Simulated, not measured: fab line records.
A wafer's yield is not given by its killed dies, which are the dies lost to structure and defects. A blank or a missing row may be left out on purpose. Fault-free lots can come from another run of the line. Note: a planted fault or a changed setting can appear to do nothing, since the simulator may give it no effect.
Which tool is to blame?    flow gf180mcu    24 lots, 72 wafers sampled, at 5 steps of a route of 602

WHAT EACH GAUGE READ, for each wafer
GF_M5_CD_MEAS_07: target cd 280 nm.
lot   measured      on        cdNm (nm)
L074  day 26 06:52  cdSem-01  280.1 280.6 281.5
L075  day 26 10:01  cdSem-01  278.2 278.6 278.4
L076  day 26 21:09  cdSem-02  281.2 280.1 279.7
L077  day 27 15:19  cdSem-01  278.9 278.8 280.0
L078  day 27 17:57  cdSem-02  279.8 280.3 279.8
L079  day 28 01:52  cdSem-02  278.8 279.4 279.4
L080  day 28 07:55  cdSem-02  280.4 279.6 280.1
L081  day 28 16:21  cdSem-01  279.4 279.0 279.6
L082  day 28 20:43  cdSem-01  279.9 279.7 280.1
L083  day 29 00:12  cdSem-01  278.9 279.2 280.0
L084  day 29 10:09  cdSem-01  280.4 280.4 280.3
L085  day 29 23:19  cdSem-02  279.0 280.2 278.9
L086  day 30 05:42  cdSem-01  281.7 281.2 281.3
L087  day 30 08:20  cdSem-01  277.8 278.4 278.4
L088  day 30 11:22  cdSem-01  280.5 278.3 278.7
L089  day 30 22:15  cdSem-01  279.8 279.2 280.0
L090  day 31 01:10  cdSem-02  280.9 279.9 280.2
L091  day 31 07:42  cdSem-01  278.8 278.8 279.3
L092  day 31 17:31  cdSem-02  280.9 280.2 280.2
L093  day 31 18:12  cdSem-01  279.0 279.1 281.6
L094  day 32 00:06  cdSem-01  280.2 279.3 278.4
L095  day 32 08:20  cdSem-02  277.6 276.7 277.4
L096  day 32 09:34  cdSem-02  280.8 280.6 281.9
L097  day 32 18:42  cdSem-02  279.3 278.4 279.5

GF_V5_THK_MEAS_25: measures by xrf.
lot   measured      on            V5_W_THK (nm)
L074  day 27 05:55  filmMetro-04  354 356 347
L075  day 27 08:48  filmMetro-01  354 349 349
L076  day 27 20:04  filmMetro-02  334 333 335
L077  day 28 13:29  filmMetro-01  349 349 352
L078  day 28 16:58  filmMetro-01  345 349 351
L079  day 28 23:54  filmMetro-01  351 354 356
L080  day 29 05:29  filmMetro-02  340 345 340
L081  day 29 14:21  filmMetro-02  345 343 347
L082  day 29 18:12  filmMetro-02  344 348 343
L083  day 29 21:38  filmMetro-02  337 338 333
L084  day 30 07:49  filmMetro-04  354 353 357
L085  day 30 20:44  filmMetro-01  346 344 349
L086  day 31 02:41  filmMetro-01  348 347 348
L087  day 31 04:54  filmMetro-01  350 351 349
L088  day 31 08:25  filmMetro-01  348 351 348
L089  day 31 18:46  filmMetro-02  346 350 347
L090  day 31 22:07  filmMetro-01  348 348 351
L091  day 32 04:19  filmMetro-02  349 346 347
L092  day 32 12:17  filmMetro-01  347 345 349
L093  day 32 13:40  filmMetro-01  351 351 353
L094  day 32 19:43  filmMetro-01  352 352 354
L095  day 33 03:11  filmMetro-01  351 355 352
L096  day 33 04:19  filmMetro-04  353 350 345
L097  day 33 13:26  filmMetro-02  344 344 342

WHAT TOOL EACH LOT RAN ON (gives the tool, then ch and the chambers of the sampled wafers, and finally the start)
lot   GF_V3_SPUTTER_21             GF_V3_CVD_23                  GF_M5_ETCH_09
L074  pvdSputter-03, day 22 10:29  cvdW-02 ch 0,1, day 22 10:35  rieDiel-01 ch 1,3, day 26 07:01
L075  pvdSputter-03, day 22 14:29  cvdW-02 ch 0,1, day 22 14:37  rieDiel-04 ch 0,2,3, day 26 10:07
L076  pvdSputter-01, day 23 03:32  cvdW-01 ch 0,1, day 23 03:38  rieDiel-04 ch 0,3, day 26 21:19
L077  pvdSputter-01, day 23 22:22  cvdW-01 ch 0,1, day 23 22:31  rieDiel-01 ch 1,2,3, day 27 15:25
L078  pvdSputter-01, day 24 02:07  cvdW-02 ch 0,1, day 24 02:13  rieDiel-03 ch 0,1,2, day 27 18:07
L079  pvdSputter-03, day 24 11:05  cvdW-02 ch 0, day 24 11:11    rieDiel-03 ch 0,1,2, day 28 02:01
L080  pvdSputter-01, day 24 16:18  cvdW-01 ch 0,1, day 24 16:24  rieDiel-01 ch 2,3, day 28 08:03
L081  pvdSputter-04, day 25 01:31  cvdW-01 ch 0,1, day 25 01:37  rieDiel-04 ch 0,1,3, day 28 16:31
L082  pvdSputter-03, day 25 07:26  cvdW-02 ch 0,1, day 25 07:32  rieDiel-01 ch 0,1,3, day 28 20:52
L083  pvdSputter-03, day 25 11:08  cvdW-02 ch 1, day 25 11:14    rieDiel-04 ch 0,1,3, day 29 00:22
L084  pvdSputter-04, day 25 21:48  cvdW-01 ch 0, day 25 21:54    rieDiel-03 ch 2,3, day 29 10:18
L085  pvdSputter-01, day 26 13:28  cvdW-02 ch 1, day 26 13:41    rieDiel-01 ch 2,3, day 29 23:24
L086  pvdSputter-03, day 26 18:37  cvdW-01 ch 0,1, day 26 18:43  rieDiel-01 ch 1,3, day 30 05:52
L087  pvdSputter-04, day 26 21:32  cvdW-02 ch 0,1, day 26 21:40  rieDiel-01 ch 1,2, day 30 08:27
L088  pvdSputter-03, day 27 01:48  cvdW-02 ch 0,1, day 27 01:54  rieDiel-01 ch 0,1, day 30 11:31
L089  pvdSputter-03, day 27 14:07  cvdW-02 ch 0,1, day 27 14:13  rieDiel-01 ch 0,2,3, day 30 22:25
L090  pvdSputter-04, day 27 17:31  cvdW-02 ch 0,1, day 27 17:37  rieDiel-01 ch 0,2,3, day 31 01:19
L091  pvdSputter-04, day 27 23:58  cvdW-01 ch 0,1, day 28 00:04  rieDiel-04 ch 0,2,3, day 31 07:50
L092  pvdSputter-03, day 28 11:37  cvdW-01 ch 0,1, day 28 11:43  rieDiel-03 ch 0,3, day 31 17:40
L093  pvdSputter-01, day 28 13:25  cvdW-01 ch 0,1, day 28 13:31  rieDiel-04 ch 0,1, day 31 18:22
L094  pvdSputter-04, day 28 19:06  cvdW-01 ch 0,1, day 28 19:12  rieDiel-04 ch 1,2,3, day 32 00:15
L095  pvdSputter-04, day 29 05:59  cvdW-01 ch 0,1, day 29 06:05  rieDiel-01 ch 0,1, day 32 08:29
L096  pvdSputter-01, day 29 07:47  cvdW-02 ch 0, day 29 07:53    rieDiel-04 ch 0,1,3, day 32 09:43
L097  pvdSputter-01, day 29 14:33  cvdW-01 ch 0,1, day 29 14:39  rieDiel-01 ch 1,2, day 32 18:52
- GF_V3_SPUTTER_21: material Ti, target thk 15 nm, time 80.02 s.
- GF_V3_CVD_23: deposits W, target thk 350 nm, time 104.9 s.
- GF_M5_ETCH_09: etches Si3N4 in CF4/O2, target depth 52 nm, time 11.6 s.

AS READ BY THE TOOLS THEMSELVES (means over the sampled wafers that have a number; for cases with no such wafer, the mark the record gives instead)
GF_V3_SPUTTER_21.
lot   tool           cathodeDcPowerW (W)  chamberPressurePa (Pa)  throttleValvePct (%)
L074  pvdSputter-03  2500.0               5.002                   29.3
L075  pvdSputter-03  2499.6               5.002                   29.5
L076  pvdSputter-01  2500.0               5.007                   30.8
L077  pvdSputter-01  2499.9               4.999                   30.2
L078  pvdSputter-01  2500.2               4.999                   31.2
L079  pvdSputter-03  2500.0               5.000                   29.5
L080  pvdSputter-01  2500.0               4.999                   29.7
L081  pvdSputter-04  2500.0               5.005                   29.7
L082  pvdSputter-03  2500.6               4.990                   29.4
L083  pvdSputter-03  2499.9               4.994                   29.4
L084  pvdSputter-04  2499.4               5.002                   29.5
L085  pvdSputter-01  2499.6               4.994                   32.2
L086  pvdSputter-03  2500.0               4.999                   29.3
L087  pvdSputter-04  2499.8               4.996                   30.8
L088  pvdSputter-03  2500.2               4.995                   29.4
L089  pvdSputter-03  2500.3               4.991                   29.4
L090  pvdSputter-04  2499.5               5.004                   29.1
L091  pvdSputter-04  2500.0               4.998                   30.5
L092  pvdSputter-03  2500.6               4.994                   29.2
L093  pvdSputter-01  2499.8               5.002                   30.2
L094  pvdSputter-04  2499.8               4.989                   30.0
L095  pvdSputter-04  2499.3               5.000                   29.5
L096  pvdSputter-01  2499.8               5.000                   30.2
L097  pvdSputter-01  2499.5               4.990                   30.2

GF_V3_CVD_23.
lot   tool     heaterPowerW (W)
L074  cvdW-02  826
L075  cvdW-02  821
L076  cvdW-01  786
L077  cvdW-01  780
L078  cvdW-02  817
L079  cvdW-02  825
L080  cvdW-01  789
L081  cvdW-01  797
L082  cvdW-02  818
L083  cvdW-02  817
L084  cvdW-01  804
L085  cvdW-02  814
L086  cvdW-01  794
L087  cvdW-02  810
L088  cvdW-02  810
L089  cvdW-02  814
L090  cvdW-02  804
L091  cvdW-01  806
L092  cvdW-01  793
L093  cvdW-01  796
L094  cvdW-01  793
L095  cvdW-01  800
L096  cvdW-02  827
L097  cvdW-01  802

GF_M5_ETCH_09.
lot   tool        chamberPressureMTorr (mTorr)  drypumpMotorCurrentA (A)  oesProductAu (a.u.)  throttleValvePct (%)
L074  rieDiel-01  150.07                        5.1                       0.989                5.961
L075  rieDiel-04  150.00                        5.8                       1.002                5.975
L076  rieDiel-04  150.09                        6.0                       1.002                5.971
L077  rieDiel-01  149.98                        5.2                       0.994                5.969
L078  rieDiel-03  150.03                        5.3                       0.993                5.964
L079  rieDiel-03  150.09                        5.3                       1.000                5.963
L080  rieDiel-01  150.02                        5.0                       0.984                5.974
L081  rieDiel-04  149.84                        6.1                       0.986                5.961
L082  rieDiel-01  150.09                        5.1                       0.989                5.966
L083  rieDiel-04  149.98                        6.2                       1.004                5.972
L084  rieDiel-03  149.92                        5.2                       0.997                5.966
L085  rieDiel-01  150.03                        5.2                       0.992                5.966
L086  rieDiel-01  149.97                        5.1                       0.989                5.968
L087  rieDiel-01  150.03                        5.3                       1.004                5.984
L088  rieDiel-01  149.89                        5.3                       1.001                5.969
L089  rieDiel-01  149.94                        5.1                       0.997                5.959
L090  rieDiel-01  150.11                        5.1                       1.001                5.973
L091  rieDiel-04  150.02                        5.8                       1.009                5.970
L092  rieDiel-03  150.05                        5.5                       0.991                5.974
L093  rieDiel-04  150.09                        6.2                       0.989                5.970
L094  rieDiel-04  149.82                        5.9                       1.001                5.973
L095  rieDiel-01  150.03                        5.3                       0.986                5.969
L096  rieDiel-04  149.92                        6.1                       0.996                5.970
L097  rieDiel-01  149.96                        5.4                       0.999                5.963

THE ANSWER, worked out from the rows above alone
Rule: usual is defined by the lots themselves. Put in order of their means at a reading, lots are off if they are a third of the lots or fewer, leave a main group of 4 or more, and stand apart from it by a gap of 3 or more times the standard deviation of the main group's means; of several such gaps the widest counts. If all means in a main group match to the digits the tables above print for the reading, that group is not used. Also off: a lot with no number at a reading for which 4 or more lots have one. All remaining lots with rows at the step are treated as sound. First the gauges in route order, then the tools' own readings, where a lot's mean is used as printed above. The first step at which some lot is off is used, and at that step the reading that is off furthest; a lot without a number counts as furthest.
No lot is off on any of the readings shown, so nothing can be concluded from this.

WHAT WAS PUT IN BY THE SIMULATOR
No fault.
